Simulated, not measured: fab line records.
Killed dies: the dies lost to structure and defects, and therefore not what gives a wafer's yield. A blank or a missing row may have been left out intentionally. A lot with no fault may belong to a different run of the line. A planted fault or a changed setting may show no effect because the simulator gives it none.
Which tool is to blame? + flow gf180mcu + 39 wafers from 13 lots sampled at 3 of the route's 602 steps

== WHAT THE GAUGES READ, wafer by wafer ==
GF_MIM_THK_MEAS_11: measures by xrf. Usual: MIM_ALCU_THK typically reads 199.3 nm, with standard deviation 2.7.
| lot  | measured     | on            | MIM_ALCU_THK (nm) | flag |
|------|--------------|---------------|-------------------|------|
| L619 | day 24 13:29 | film-metro-04 | 197.8 199.5 203.2 |      |
| L621 | day 25 04:40 | film-metro-02 | 200.4 197.2 198.5 |      |
| L622 | day 25 16:10 | film-metro-04 | 198.1 197.3 199.6 |      |
| L624 | day 26 07:18 | film-metro-02 | 198.5 195.8 198.2 |      |
| L625 | day 26 14:46 | film-metro-02 | 197.1 197.0 195.8 |      |
| L626 | day 26 20:05 | film-metro-03 | 204.1 201.2 201.7 |      |
| L627 | day 27 06:52 | film-metro-03 | 203.0 199.2 205.2 |      |
| L629 | day 27 20:55 | film-metro-02 | 192.7 194.1 194.4 |      |
| L632 | day 28 17:54 | film-metro-02 | 199.9 198.8 203.0 |      |
| L633 | day 29 00:32 | film-metro-04 | 197.1 198.5 197.6 |      |
| L637 | day 30 06:04 | film-metro-02 | 192.5 197.2 195.6 |      |
| L641 | day 31 05:09 | film-metro-03 | 200.6 203.9 198.8 |      |
| L642 | day 31 11:41 | film-metro-02 | 197.1 199.5 198.4 |      |

== WHAT TOOL EACH LOT RAN ON (gives the tool, then ch and the chambers of the sampled wafers, and finally the start) ==
| lot  | GF_M2_SPUTTER_00             | GF_V4_SPUTTER_22             |
|------|------------------------------|------------------------------|
| L619 | pvd-sputter-02, day 18 08:14 | pvd-sputter-02, day 24 12:19 |
| L621 | pvd-sputter-02, day 18 23:02 | pvd-sputter-04, day 25 03:31 |
| L622 | pvd-sputter-02, day 19 11:05 | pvd-sputter-03, day 25 15:01 |
| L624 | pvd-sputter-02, day 20 05:59 | pvd-sputter-04, day 26 06:08 |
| L625 | pvd-sputter-02, day 20 13:49 | pvd-sputter-04, day 26 13:36 |
| L626 | pvd-sputter-01, day 20 21:08 | pvd-sputter-03, day 26 18:53 |
| L627 | pvd-sputter-02, day 21 09:02 | pvd-sputter-03, day 27 05:41 |
| L629 | pvd-sputter-04, day 22 01:02 | pvd-sputter-04, day 27 19:44 |
| L632 | pvd-sputter-01, day 23 00:50 | pvd-sputter-03, day 28 16:42 |
| L633 | pvd-sputter-02, day 23 10:24 | pvd-sputter-04, day 28 23:21 |
| L637 | pvd-sputter-02, day 24 18:53 | pvd-sputter-03, day 30 04:54 |
| L641 | pvd-sputter-02, day 25 20:50 | pvd-sputter-03, day 31 03:59 |
| L642 | pvd-sputter-02, day 26 06:28 | pvd-sputter-04, day 31 10:26 |
- GF_M2_SPUTTER_00: material Ti, target thk 37.5 nm, time 150 s.
- GF_V4_SPUTTER_22: material TiN, target thk 10 nm, time 40 s.

== AS READ BY THE TOOLS THEMSELVES (means over the sampled wafers that have a number; for cases with no such wafer, the mark the record gives instead) ==
GF_M2_SPUTTER_00. Usual: cathode-dc-power-W 3999.8 W, standard deviation 0.74; throttle-valve-pct 29.2 %, standard deviation 1.4.
| lot  | tool           | cathode-dc-power-W (W) | throttle-valve-pct (%) | flag |
|------|----------------|------------------------|------------------------|------|
| L619 | pvd-sputter-02 | 4000.1                 | 29.2                   |      |
| L621 | pvd-sputter-02 | 4000.0                 | 29.6                   |      |
| L622 | pvd-sputter-02 | 4000.8                 | 28.9                   |      |
| L624 | pvd-sputter-02 | 4000.1                 | 28.3                   |      |
| L625 | pvd-sputter-02 | 4000.7                 | 29.4                   |      |
| L626 | pvd-sputter-01 | 3999.2                 | 29.9                   |      |
| L627 | pvd-sputter-02 | 3999.2                 | 28.3                   |      |
| L629 | pvd-sputter-04 | 3999.1                 | 29.7                   |      |
| L632 | pvd-sputter-01 | 4000.1                 | 30.2                   |      |
| L633 | pvd-sputter-02 | 3999.7                 | 27.5                   |      |
| L637 | pvd-sputter-02 | 3999.3                 | 27.0                   |      |
| L641 | pvd-sputter-02 | 3999.6                 | 27.7                   |      |
| L642 | pvd-sputter-02 | 3999.8                 | 28.7                   |      |

GF_V4_SPUTTER_22. Usual: cathode-dc-power-W 4000.0 W, standard deviation 0.73; throttle-valve-pct 29.6 %, standard deviation 1.2.
| lot  | tool           | cathode-dc-power-W (W) | throttle-valve-pct (%) | flag |
|------|----------------|------------------------|------------------------|------|
| L619 | pvd-sputter-02 | 3999.9                 | 28.4                   |      |
| L621 | pvd-sputter-04 | 3999.4                 | 30.2                   |      |
| L622 | pvd-sputter-03 | 4000.1                 | 30.3                   |      |
| L624 | pvd-sputter-04 | 4000.0                 | 29.7                   |      |
| L625 | pvd-sputter-04 | 4000.6                 | 29.1                   |      |
| L626 | pvd-sputter-03 | 3999.4                 | 29.7                   |      |
| L627 | pvd-sputter-03 | 4000.1                 | 30.6                   |      |
| L629 | pvd-sputter-04 | 3999.9                 | 29.2                   |      |
| L632 | pvd-sputter-03 | 4000.1                 | 30.3                   |      |
| L633 | pvd-sputter-04 | 3998.8                 | 29.2                   |      |
| L637 | pvd-sputter-03 | 4000.5                 | 30.6                   |      |
| L641 | pvd-sputter-03 | 4000.3                 | 30.5                   |      |
| L642 | pvd-sputter-04 | 3999.4                 | 29.6                   |      |

== THE ANSWER, worked out from the rows above alone ==
Rule: a lot counts as off when the mean over its wafers that have a number is more than 3 standard deviations away from the usual mean. A lot without any number at a reading at which 4 lots or more have one is off too. Where the step has rows for the other lots, those lots are counted as sound. Order of review: gauges by route order, followed by the tools' own readings, for which a lot's mean as printed above is used. At the first step where some lot is off, the reading lying furthest off is the one used; lots without a number count as furthest.
Across all readings shown, no lot is off: no conclusion can be drawn from this.

== WHAT THE SIMULATOR PUT IN ==
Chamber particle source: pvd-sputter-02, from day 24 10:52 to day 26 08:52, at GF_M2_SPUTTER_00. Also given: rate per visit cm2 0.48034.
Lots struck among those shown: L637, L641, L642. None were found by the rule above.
